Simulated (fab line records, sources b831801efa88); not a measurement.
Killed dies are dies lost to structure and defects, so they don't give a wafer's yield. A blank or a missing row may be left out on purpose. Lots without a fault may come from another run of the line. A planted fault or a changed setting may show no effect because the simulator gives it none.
Which tool did it? | flow gf180mcu | 12 lots, 36 wafers sampled, at 5 steps of a route of 602

WHAT THE GAUGES READ, wafer by wafer
GF_VT_IMPLANT_RS_MEAS_48: measures by four-point-probe. Usual: LVPWELL_RS 1197 ohm/sq, standard deviation 3.
lot  | measured     | on            | LVPWELL_RS (ohm/sq) | flag
L993 | day 8 00:49  | film_metro-03 | 1199 1198 1198      |
L994 | day 8 06:29  | film_metro-04 | 1198 1200 1195      |
L995 | day 8 11:28  | film_metro-03 | 1201 1199 1200      |
L997 | day 9 01:05  | film_metro-04 | 1198 1198 1198      |
L100 | day 9 19:25  | film_metro-01 | 1197 1195 1195      |
L102 | day 10 08:33 | film_metro-01 | 1198 1194 1195      |
L103 | day 10 17:28 | film_metro-01 | 1199 1200 1202      |
L104 | day 10 22:20 | film_metro-04 | 1193 1194 1189      |
L109 | day 12 07:31 | film_metro-01 | 1193 1196 1191      |
L112 | day 13 00:43 | film_metro-04 | 1193 1195 1195      |
L115 | day 14 01:10 | film_metro-03 | 1199 1192 1197      |
L114 | day 14 02:25 | film_metro-04 | 1200 1197 1200      |

GF_DUAL_GATE_THK_MEAS_03. Usual: DUAL_GATE_OXIDATION_00_THK 10.86 nm, standard deviation 0.26.
lot  | measured     | on            | DUAL_GATE_OXIDATION_00_THK (nm) | flag
L993 | day 8 02:41  | film_metro-04 | 11.08 11.16 10.93               |
L994 | day 8 08:20  | film_metro-01 | 11.13 10.98 11.03               |
L995 | day 8 13:31  | film_metro-01 | 11.07 10.92 11.14               |
L997 | day 9 03:02  | film_metro-04 | 11.23 11.13 11.18               |
L100 | day 9 22:33  | film_metro-01 | 10.72 10.68 10.64               |
L102 | day 10 10:25 | film_metro-02 | 10.98 10.92 10.97               |
L103 | day 10 23:02 | film_metro-02 | 10.82 10.70 10.66               |
L104 | day 11 05:55 | film_metro-04 | 10.70 10.79 10.70               |
L109 | day 12 09:41 | film_metro-04 | 10.83 10.77 10.65               |
L112 | day 13 03:33 | film_metro-02 | 10.93 10.73 10.84               |
L115 | day 14 06:35 | film_metro-04 | 10.73 10.78 11.02               |
L114 | day 14 06:34 | film_metro-01 | 10.54 10.56 10.19               |

GF_POLY_GATE_THK_MEAS_01. Usual: POLY_GATE_CVD_00_THK 199.3 nm, standard deviation 1.7.
lot  | measured     | on            | POLY_GATE_CVD_00_THK (nm)           | flag
L993 | day 8 23:17  | film_metro-02 | 200.0 203.7 201.6                   |
L994 | day 9 03:44  | film_metro-02 | 200.9 199.8 200.3                   |
L995 | day 9 11:47  | film_metro-03 | 202.6 202.6 202.9                   |
L997 | day 10 00:31 | film_metro-02 | 202.1 202.0 202.1                   |
L100 | day 10 20:32 | film_metro-02 | 197.9 199.1 197.6                   |
L102 | day 11 10:10 | film_metro-01 | 200.2 202.9 201.1                   |
L103 | day 11 22:48 | film_metro-02 | 247.0 246.0 244.4 247.0 245.9 244.7 | OFF
L104 | day 12 02:52 | film_metro-02 | 245.8 245.9 245.1 245.7 245.9 245.1 | OFF
L109 | day 13 08:53 | film_metro-01 | 199.4 198.1 199.3                   |
L112 | day 14 07:44 | film_metro-02 | 198.2 199.4 197.1                   |
L115 | day 15 09:12 | film_metro-02 | 201.6 199.2 200.7                   |
L114 | day 15 08:07 | film_metro-03 | 198.8 198.3 197.9                   |

WHICH TOOL RAN EACH LOT (tool, then ch and the chambers of the sampled wafers, then the start)
lot  | GF_DUAL_GATE_STRIP_13                | GF_POLY_GATE_CVD_00
L993 | plasma_asher-01 ch 0,1, day 8 19:03  | lpcvd-01 ch 1, day 8 21:57
L994 | plasma_asher-03 ch 0,1, day 9 00:41  | lpcvd-01 ch 1, day 9 02:23
L995 | plasma_asher-02 ch 0,1, day 9 06:32  | lpcvd-01 ch 0, day 9 10:25
L997 | plasma_asher-02 ch 0,1, day 9 20:27  | lpcvd-02 ch 1, day 9 23:10
L100 | plasma_asher-03 ch 0,1, day 10 16:14 | lpcvd-02 ch 1, day 10 19:13
L102 | plasma_asher-03 ch 0,1, day 11 04:11 | lpcvd-02 ch 0, day 11 08:50
L103 | plasma_asher-03 ch 0,1, day 11 16:33 | lpcvd-02 ch 0, day 11 21:28
L104 | plasma_asher-02 ch 0,1, day 11 23:50 | lpcvd-02 ch 0, day 12 01:30
L109 | plasma_asher-02 ch 0,1, day 13 05:51 | lpcvd-01 ch 0, day 13 07:34
L112 | plasma_asher-03 ch 0,1, day 14 00:32 | lpcvd-01 ch 0, day 14 06:25
L115 | plasma_asher-03 ch 0,1, day 15 04:15 | lpcvd-01 ch 0, day 15 07:52
L114 | plasma_asher-02 ch 0,1, day 15 04:05 | lpcvd-02 ch 0, day 15 06:47
- GF_DUAL_GATE_STRIP_13: strips in O2/N2.
- GF_POLY_GATE_CVD_00: deposits poly-Si, target thk 200 nm, time 1200 s.

WHAT THE TOOLS THEMSELVES READ (means of the sampled wafers that have a number; where no wafer has one, the mark that the record gives instead)
GF_DUAL_GATE_STRIP_13. Usual: chamber_pressure_mTorr 1500.1 mTorr, standard deviation 1.4; drypump_motor_current_A 5.4 A, standard deviation 0.58; heater_power_w 326 W, standard deviation 24; oes_product_au 0.716 a.u., standard deviation 0.0046; platen_temp_c 250.03 C, standard deviation 0.18; strip_time_to_endpoint_s 12.62 s, standard deviation 0.036.
lot  | tool            | chamber_pressure_mTorr (mTorr) | drypump_motor_current_A (A) | heater_power_w (W) | oes_product_au (a.u.) | platen_temp_c (C) | strip_time_to_endpoint_s (s) | flag
L993 | plasma_asher-01 | 1500.2                         | 5.6                         | 329                | 0.718                 | 249.82            | 12.63                        |
L994 | plasma_asher-03 | 1499.7                         | 5.1                         | 330                | 0.718                 | 250.04            | 12.67                        |
L995 | plasma_asher-02 | 1500.0                         | 5.8                         | 334                | 0.718                 | 249.89            | 12.62                        |
L997 | plasma_asher-02 | 1499.5                         | 5.8                         | 335                | 0.712                 | 249.97            | 12.56                        |
L100 | plasma_asher-03 | 1499.8                         | 5.5                         | 331                | 0.716                 | 250.18            | 12.67                        |
L102 | plasma_asher-03 | 1500.2                         | 5.5                         | 337                | 0.718                 | 250.13            | 12.62                        |
L103 | plasma_asher-03 | 1499.5                         | 5.1                         | 332                | 0.713                 | 249.80            | 12.61                        |
L104 | plasma_asher-02 | 1502.0                         | 5.2                         | 312                | 0.713                 | 249.98            | 12.62                        |
L109 | plasma_asher-02 | 1499.8                         | 5.3                         | 310                | 0.717                 | 250.01            | 12.62                        |
L112 | plasma_asher-03 | 1500.3                         | 5.5                         | 331                | 0.714                 | 250.02            | 12.64                        |
L115 | plasma_asher-03 | 1500.1                         | 5.1                         | 333                | 0.718                 | 250.28            | 12.60                        |
L114 | plasma_asher-02 | 1500.7                         | 5.3                         | 311                | 0.713                 | 250.23            | 12.64                        |

GF_POLY_GATE_CVD_00. Usual: spike_tc_bottom_C 642 C, standard deviation 3.5; zone_power_centre_pct 9.3 %, standard deviation 0.68.
lot  | tool     | spike_tc_bottom_C (C) | zone_power_centre_pct (%) | flag
L993 | lpcvd-01 | 635                   | 10.5                      |
L994 | lpcvd-01 | 635                   | 10.6                      |
L995 | lpcvd-01 | 641                   | 8.7                       |
L997 | lpcvd-02 | 645                   | 8.9                       |
L100 | lpcvd-02 | 644                   | 8.9                       |
L102 | lpcvd-02 | 644                   | 9.6                       |
L103 | lpcvd-02 | 644                   | 9.7                       |
L104 | lpcvd-02 | 644                   | 9.6                       |
L109 | lpcvd-01 | 641                   | 8.6                       |
L112 | lpcvd-01 | 641                   | 8.6                       |
L115 | lpcvd-01 | 642                   | 8.7                       |
L114 | lpcvd-02 | 644                   | 9.6                       |

THE ANSWER, worked out from the rows above alone
Rule: a lot is off if the mean of its wafers that have a number lies more than 3 standard deviations from the usual mean. A lot without any number at a reading at which 4 lots or more have one is off too. The other lots that the step has rows for count as sound. The gauges are gone through in route order, then the tools' own readings, and for those a lot's mean is taken as printed above. The first step at which some lot is off is used, and at that step the reading that is off furthest; a lot without a number counts as furthest.
Off: L103, L104, at GF_POLY_GATE_THK_MEAS_01 (POLY_GATE_CVD_00_THK).
A tool fits if, at a process step before that reading, it ran every lot that is off, and no sound lot after the first of them. The gauges at GF_POLY_GATE_THK_MEAS_01 are tried like those tools. None of those tried fits.

WHAT THE SIMULATOR HAD PUT IN
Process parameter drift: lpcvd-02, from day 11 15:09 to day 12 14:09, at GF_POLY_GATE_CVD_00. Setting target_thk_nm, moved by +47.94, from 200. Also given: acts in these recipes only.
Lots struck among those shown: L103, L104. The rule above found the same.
